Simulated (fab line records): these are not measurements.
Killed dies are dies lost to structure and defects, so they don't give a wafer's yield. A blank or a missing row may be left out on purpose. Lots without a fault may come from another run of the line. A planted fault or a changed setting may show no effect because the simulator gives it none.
fab line records	flow sky130
record lots=13	wafers=39	last_day=50
route steps=708 shown LI_CONTACT@379 METAL5@675 PAD_OPEN@701
lots with no fault: from the same line, run without faults
start_h: start of the lot's first displayed wafer, in hours after the record's first day	wait_h: hours from the lot's prior step to this one	" unchanged from the row above	L1.1+2: a row that stands for several wafers	- no value, or no start given	* or withheld: withheld	< > ~ a bound
route shown NAME@n: NAME is a module with steps in the file, n the number in the route of the first one	usual: mean and standard deviation over wafers with no fault	same: alike in all rows	chamber/n: place in a boat	sites: the reading at each site	_std_site: standard deviation across them	_edge_site: the outer-site mean with the inner-site mean subtracted	radius_mm: for every site, how far away it sits from the centre of the wafer	mask NAME#n: copy n	behind: the most recent tool/chamber to have shaped the wafer	hold: reason for holding the lot/hours on hold/outcome of the hold	device: which transistor (n, p or np) failed to switch	end of line: the tests these same wafers got at the end of their route	where a step has no rows: the recipe by itself	killed: the dies lost at the first sort to structure and to defects; this is not the yield of the wafer	map: per-die view of a wafer (x killed, . not killed, _ where there is no die)
set.NAME: the setting as run; set.NAME@STEP: as run at that earlier step	model.NAME: the simulator's own value behind a step, which no gauge read
a sample of lots followed through the steps of the route, with each step as a table and each wafer as a row
services: when a tool's chamber went out of use (start_h, in hours from the record's first day, below 0 if earlier), for how many hours, and the reason
## steps
# step SKY_LI_CONTACT_CLEAN_17
# recipe chemistry=NMP	time_s=600	temp_c=60	dry=n2_spin
lot.wafer	tool	chamber	start_h	wait_h
L155.2+4+5	wet_bench-04	0	679.84	0.1
L156.1+2+6	wet_bench-03	2	687.19	0.1
L157.1+3+5	wet_bench-03	2	694.49	0.1
L158.1+4+6	wet_bench-04	3	698.32	0.1
L159.2+3+4	wet_bench-04	1	714.17	0.1
L160.1+3+5	wet_bench-01	0	726.62	0.1
L161.1+4+6	wet_bench-04	3	737.69	0.1
L162.1+4+6	wet_bench-03	1	746.14	0.1
L163.1+2+5	wet_bench-04	3	754.44	0.1
L168.1+5+6	wet_bench-03	0	781.02	0.1
L171.2+4+6	wet_bench-01	2	806.42	0.1
L174.3+4+6	wet_bench-01	0	822.67	0.0
L178.1+3+6	wet_bench-01	0	852.64	0.1
# step SKY_METAL5_DESCUM_14
# recipe chemistry=O2	source_power_w=150	bias_power_w=0	pressure_mtorr=10	temp_c=40	time_s=11
# usual drypump_motor_current_A=6.1/0.4	oes_product_au=1.001/0.012
lot.wafer	tool	chamber	start_h	wait_h	drypump_motor_current_A	oes_product_au	rf_hours_counter_h
L155.2	rie_metal-01	1	1029.04	0.1	6.5	1.019	11
L155.4	"	0	"	"	6.4	1.005	-
L155.5	"	1	"	"	6.5	1.020	-
L156.1	rie_metal-01	0	1036.31	0.1	6.4	0.990	16
L156.2	"	1	"	"	6.5	1.028	12
L156.6	"	0	"	"	6.4	0.993	-
L157.1	rie_metal-01	1	1043.91	0.1	6.5	1.014	12
L157.3	"	1	"	"	6.5	1.023	-
L157.5	"	1	"	"	6.5	1.013	-
L158.1	rie_metal-02	0	1047.51	0.1	5.5	1.008	12
L158.4	"	0	"	"	5.5	1.000	-
L158.6	"	0	"	"	5.5	1.004	-
L159.2	rie_metal-01	1	1055.61	0.1	6.5	1.024	13
L159.3	"	0	"	"	6.4	0.989	-
L159.4	"	1	"	"	6.5	1.021	-
L160.1	rie_metal-01	0	1070.51	0.1	6.4	1.003	18
L160.3	"	0	"	"	6.4	0.993	-
L160.5	"	0	"	"	6.4	1.000	-
L161.1	rie_metal-01	0	1077.09	0.1	6.4	0.998	19
L161.4	"	0	"	"	6.4	0.986	-
L161.6	"	0	"	"	6.4	0.988	-
L162.1	rie_metal-02	1	1086.09	0.1	6.0	1.003	16
L162.4	"	0	"	"	5.5	1.005	-
L162.6	"	0	"	"	5.5	0.997	-
L163.1	rie_metal-02	0	1092.91	0.1	5.5	0.996	15
L163.2	"	1	"	"	6.0	0.993	16
L163.5	"	1	"	"	6.0	1.003	-
L168.1	rie_metal-01	1	1111.81	0.1	6.5	1.022	16
L168.5	"	1	"	"	6.5	1.017	-
L168.6	"	0	"	"	6.4	1.002	-
L171.2	rie_metal-04	1	1132.66	0.1	5.9	0.995	7
L171.4	"	0	"	"	5.4	0.992	-
L171.6	"	0	"	"	5.4	1.000	-
L174.3	rie_metal-02	0	1139.42	0.1	5.5	0.992	-
L174.4	"	1	"	"	6.0	1.008	-
L174.6	"	0	"	"	5.5	0.994	-
L178.1	rie_metal-04	1	1160.56	0.1	5.9	1.003	12
L178.3	"	1	"	"	5.9	1.002	-
L178.6	"	1	"	"	5.9	0.999	-
# step SKY_PAD_OPEN_ETCH_07
# recipe chemistry=CF4/O2	target_depth_nm=725	stop_on=AlCu	source_w=800	bias_w=150	pressure_mtorr=150	cf4_flow_sccm=80	O2_flow_sccm=10	time_s=161.1
# usual drypump_motor_current_A=5.8/0.49	oes_product_au=0.977/0.0092	throttle_valve_pct=5.966/0.0095
lot.wafer	tool	chamber	start_h	wait_h	drypump_motor_current_A	oes_product_au	rf_hours_counter_h	throttle_valve_pct
L155.2	rie_diel-01	2	1075.04	-	6.1	0.982	12	5.962
L155.4	"	1	"	"	6.2	0.988	20	5.959
L155.5	"	1	"	"	6.1	0.993	-	5.981
L156.1	rie_diel-02	1	1081.16	-	5.6	0.977	19	5.964
L156.2	"	3	"	"	6.6	0.978	11	5.958
L156.6	"	0	"	"	5.7	0.981	-	5.967
L157.1	rie_diel-02	3	1088.46	-	6.6	0.977	11	5.968
L157.3	"	2	"	"	5.5	0.978	17	5.978
L157.5	"	0	"	"	5.7	0.984	-	5.970
L158.1	rie_diel-02	2	1091.36	-	5.5	0.987	17	5.964
L158.4	"	0	"	"	5.8	0.979	25	5.974
L158.6	"	3	"	"	6.6	0.985	-	5.975
L159.2	rie_diel-04	3	1098.76	-	4.7	0.955	9	5.965
L159.3	"	2	"	"	5.6	0.979	24	5.958
L159.4	"	0	"	"	6.2	0.989	7	5.966
L160.1	rie_diel-04	1	1111.46	-	6.1	0.983	18	5.981
L160.3	"	2	"	"	5.6	0.973	25	5.973
L160.5	"	2	"	"	5.6	0.986	-	5.971
L161.1	rie_diel-04	1	1119.29	-	6.1	0.971	18	5.972
L161.4	"	2	"	"	5.6	0.976	25	5.965
L161.6	"	0	"	"	6.3	0.991	-	5.952
L162.1	rie_diel-01	2	1126.86	-	6.0	0.978	14	5.986
L162.4	"	0	"	"	5.2	0.987	-	5.961
L162.6	"	3	"	"	6.1	0.981	-	5.987
L163.1	rie_diel-01	2	1133.56	-	6.1	0.985	14	5.974
L163.2	"	1	"	"	6.1	0.972	23	5.961
L163.5	"	2	"	"	6.1	0.973	-	5.972
L168.1	rie_diel-01	2	1151.54	-	6.1	0.972	15	5.984
L168.5	"	0	"	"	5.2	0.990	-	5.968
L168.6	"	1	"	"	6.2	0.983	-	5.961
L171.2	rie_diel-02	3	1169.49	-	6.6	0.978	14	5.956
L171.4	"	2	"	"	5.5	0.983	20	5.952
L171.6	"	0	"	"	5.7	0.983	-	5.969
L174.3	rie_diel-04	1	1176.66	-	6.1	0.972	20	5.958
L174.4	"	3	"	"	4.7	0.959	-	5.961
L174.6	"	1	"	"	6.1	0.969	-	5.961
L178.1	rie_diel-04	1	1194.21	-	6.1	0.971	21	5.959
L178.3	"	0	"	"	6.2	0.979	10	5.958
L178.6	"	2	"	"	5.5	0.979	-	5.976
# step SKY_PAD_OPEN_STRIP_08
# recipe chemistry=O2/N2	power_w=1400	pressure_mtorr=1500	platen_temp_c=withheld	overash_fraction=0.7	o2_flow_sccm=3000	n2_flow_sccm=300
# usual drypump_motor_current_A=5.8/0.31	oes_product_au=0.663/0.0049
lot.wafer	tool	chamber	start_h	wait_h	drypump_motor_current_A	oes_product_au	rf_hours_counter_h
L155.2	plasma_asher-01	1	1075.15	0.1	5.7	0.659	30
L155.4	"	1	"	"	5.7	0.665	-
L155.5	"	1	"	"	5.7	0.660	-
L156.1	plasma_asher-03	0	1081.27	0.1	5.5	0.657	2
L156.2	"	1	"	"	5.5	0.667	2
L156.6	"	1	"	"	5.5	0.671	-
L157.1	plasma_asher-01	0	1088.56	0.1	5.9	0.659	31
L157.3	"	1	"	"	5.7	0.670	-
L157.5	"	1	"	"	5.7	0.659	-
L158.1	plasma_asher-03	0	1091.46	0.1	5.5	0.658	3
L158.4	"	0	"	"	5.5	0.658	-
L158.6	"	0	"	"	5.5	0.664	-
L159.2	plasma_asher-01	1	1098.87	0.1	5.7	0.672	33
L159.3	"	0	"	"	5.9	0.670	-
L159.4	"	1	"	"	5.7	0.658	-
L160.1	plasma_asher-03	1	1111.57	0.1	5.5	0.657	5
L160.3	"	0	"	"	5.5	0.652	-
L160.5	"	0	"	"	5.5	0.666	-
L161.1	plasma_asher-01	0	1119.40	0.1	5.9	0.669	35
L161.4	"	1	"	"	5.7	0.669	-
L161.6	"	0	"	"	5.9	0.665	-
L162.1	plasma_asher-04	1	1126.96	0.1	6.4	0.668	96
L162.4	"	1	"	"	6.4	0.658	-
L162.6	"	0	"	"	5.9	0.666	-
L163.1	plasma_asher-01	1	1133.67	0.1	5.7	0.660	36
L163.2	"	0	"	"	5.9	0.670	36
L163.5	"	0	"	"	5.9	0.663	-
L168.1	plasma_asher-01	1	1151.65	0.1	5.7	0.664	39
L168.5	"	1	"	"	5.7	0.663	-
L168.6	"	0	"	"	5.9	0.660	-
L171.2	plasma_asher-03	1	1169.60	0.1	5.5	0.666	7
L171.4	"	0	"	"	5.5	0.665	-
L171.6	"	1	"	"	5.5	0.661	-
L174.3	plasma_asher-01	0	1176.80	0.1	5.9	0.673	-
L174.4	"	1	"	"	5.7	0.665	-
L174.6	"	0	"	"	5.9	0.665	-
L178.1	plasma_asher-03	0	1194.32	0.1	5.5	0.674	9
L178.3	"	0	"	"	5.5	0.660	-
L178.6	"	1	"	"	5.6	0.660	-
# step SKY_PAD_OPEN_PROBE_99
# usual killed_at_M0_to_M3=43/6.3	killed_at_M4_up=3.0/1.6	killed_at_contacts=25/5	killed_at_front_end=15/4.4	killed_at_other=0.3/0.8	killed_dies=85/8.7	killed_open=47/6.9	killed_short=38/6.3
# same gross_dies=492	killed_at_back_side=0
lot.wafer	tool	chamber	start_h	wait_h	killed_at_M0_to_M3	killed_at_M4_up	killed_at_contacts	killed_at_front_end	killed_at_other	killed_dies	killed_open	killed_short
L159.2	prober-01	-	1101.13	0.1	52	5	24	16	1	98	51	47
L159.3	prober-01	-	1101.18	0.2	51	5	17	24	0	97	46	51
L159.4	prober-01	-	1101.23	0.2	35	3	27	20	0	85	42	43
L168.1	prober-02	-	1154.09	0.1	51	4	54	12	0	121	43	42
L168.5	prober-02	-	1154.29	0.2	41	0	62	14	0	117	41	37
L168.6	prober-02	-	1154.34	0.2	45	1	54	18	0	118	45	38
L171.2	prober-01	-	1171.86	0.1	37	4	29	9	0	79	51	28
L171.4	prober-01	-	1171.96	0.2	48	1	22	8	0	79	48	31
L171.6	prober-01	-	1172.06	0.2	43	2	33	16	0	94	54	40
# killed by level:class
L159.2 CONTACT:geometric_particle:open=11 METAL2:geometric_particle:short=10 VIA3:geometric_particle:open=9 FIELD_ISO:geometric_particle:open=8 VIA1:geometric_particle:open=8 VIA1:geometric_particle:short=7 METAL1:geometric_particle:short=5 VIA2:geometric_particle:short=5
L159.3 VIA1:geometric_particle:open=9 VIA3:geometric_particle:open=9 LOCAL_INTERCONNECT:geometric_particle:short=7 FIELD_ISO:geometric_particle:short=6 VIA1:geometric_particle:short=6 METAL2:geometric_particle:short=6 POLY_GATE:geometric_particle:open=5 METAL1:geometric_particle:short=5
L159.4 VIA1:geometric_particle:open=9 LI_CONTACT:geometric_particle:open=7 METAL2:geometric_particle:short=7 FIELD_ISO:geometric_particle:short=6 CONTACT:geometric_particle:open=6 LOCAL_INTERCONNECT:geometric_particle:short=5 VIA3:geometric_particle:open=5 POLY_CUT:geometric_particle:open=4
L168.1 LI_CONTACT:unspecified=36 VIA1:geometric_particle:open=12 METAL1:geometric_particle:short=7 VIA3:geometric_particle:open=6 CONTACT:geometric_particle:open=6 VIA3:geometric_particle:short=5 LI_CONTACT:geometric_particle:open=4 VIA1:geometric_particle:short=4
L168.5 LI_CONTACT:unspecified=39 VIA1:geometric_particle:open=10 CONTACT:geometric_particle:open=7 LOCAL_INTERCONNECT:geometric_particle:short=6 VIA3:geometric_particle:open=6 POLY_GATE:geometric_particle:open=5 METAL2:geometric_particle:short=5 METAL1:geometric_particle:short=4
L168.6 LI_CONTACT:unspecified=35 VIA2:geometric_particle:open=12 VIA1:geometric_particle:open=9 VIA1:geometric_particle:short=8 CONTACT:geometric_particle:open=8 FIELD_ISO:geometric_particle:short=6 CONTACT:geometric_particle:short=6 FIELD_ISO:geometric_particle:open=5
L171.2 CONTACT:geometric_particle:open=12 LI_CONTACT:geometric_particle:open=9 VIA1:geometric_particle:open=7 METAL2:geometric_particle:short=5 VIA2:geometric_particle:open=5 VIA3:geometric_particle:open=4 LOCAL_INTERCONNECT:geometric_particle:short=3 CONTACT:geometric_particle:short=3
L171.4 VIA1:geometric_particle:open=13 VIA2:geometric_particle:open=9 LI_CONTACT:geometric_particle:short=6 LI_CONTACT:geometric_particle:open=5 CONTACT:geometric_particle:short=5 VIA3:geometric_particle:open=5 FIELD_ISO:geometric_particle:open=4 VIA1:geometric_particle:short=4
L171.6 CONTACT:geometric_particle:open=15 VIA1:geometric_particle:open=9 METAL2:geometric_particle:short=6 POLY_GATE:geometric_particle:open=5 LI_CONTACT:geometric_particle:open=5 VIA2:geometric_particle:open=5 VIA3:geometric_particle:short=5 FIELD_ISO:geometric_particle:open=4
## services
tool	chamber	start_h	hours	kind
rie_diel-04	2	702.63	3.6	repair
rie_diel-04	3	705.89	2.7	repair
rie_diel-04	-	718.60	2.8	pm
wet_bench-04	-	728.85	1.9	pm
plasma_asher-01	-	733.75	9.0	pm
rie_diel-04	3	735.53	1.6	repair
rie_diel-04	2	759.06	26.2	repair
rie_diel-04	0	759.63	13.1	repair
rie_diel-04	1	759.67	3.8	repair
plasma_asher-03	-	762.87	4.5	repair
plasma_asher-03	-	782.71	1.7	repair
plasma_asher-03	-	790.51	2.8	pm
plasma_asher-01	-	802.16	12.6	repair
rie_metal-01	-	806.79	14.6	pm
rie_diel-04	1	815.68	15.1	repair
rie_metal-01	-	840.98	0.2	repair
rie_metal-01	0	868.45	6.0	repair
plasma_asher-01	-	893.59	2.8	pm
plasma_asher-01	-	900.58	6.9	repair
rie_metal-01	-	935.23	0.3	repair
rie_metal-01	-	966.71	1.4	pm
plasma_asher-01	-	1032.50	28.1	pm
rie_metal-01	1	1062.10	17.8	repair
rie_metal-01	-	1187.38	3.9	repair
## key
first_sign step=SKY_PAD_OPEN_PROBE_99	reading=killed_at_contacts	direction=up	sigmas=6.4	usual=25	struck=57
effect step=SKY_PAD_OPEN_PROBE_99	reading=killed_dies	direction=up	sigmas=3.8	usual=85	struck=119
met_at SKY_LI_CONTACT_CLEAN_17
struck_lots L168
tester_left_out L168
not_acting_at SKY_METAL5_DESCUM_14,SKY_PAD_OPEN_ETCH_07,SKY_PAD_OPEN_STRIP_08
onset_between 746.14 781.02
fault kind=chamber_particle_source	tool=wet_bench-03	chamber=-	onset_h=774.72	steps=SKY_LI_CONTACT_CLEAN_17	rate_per_visit_cm2=0.57338	end_h=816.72
# tester_left_out: of these lots the tester's yield and bins aren't shown, on N5 and GAA mostly nor the transistor test; their killed dies are dies lost to structure and defects alone, not to doping, threshold or leakage, so they don't give the yield
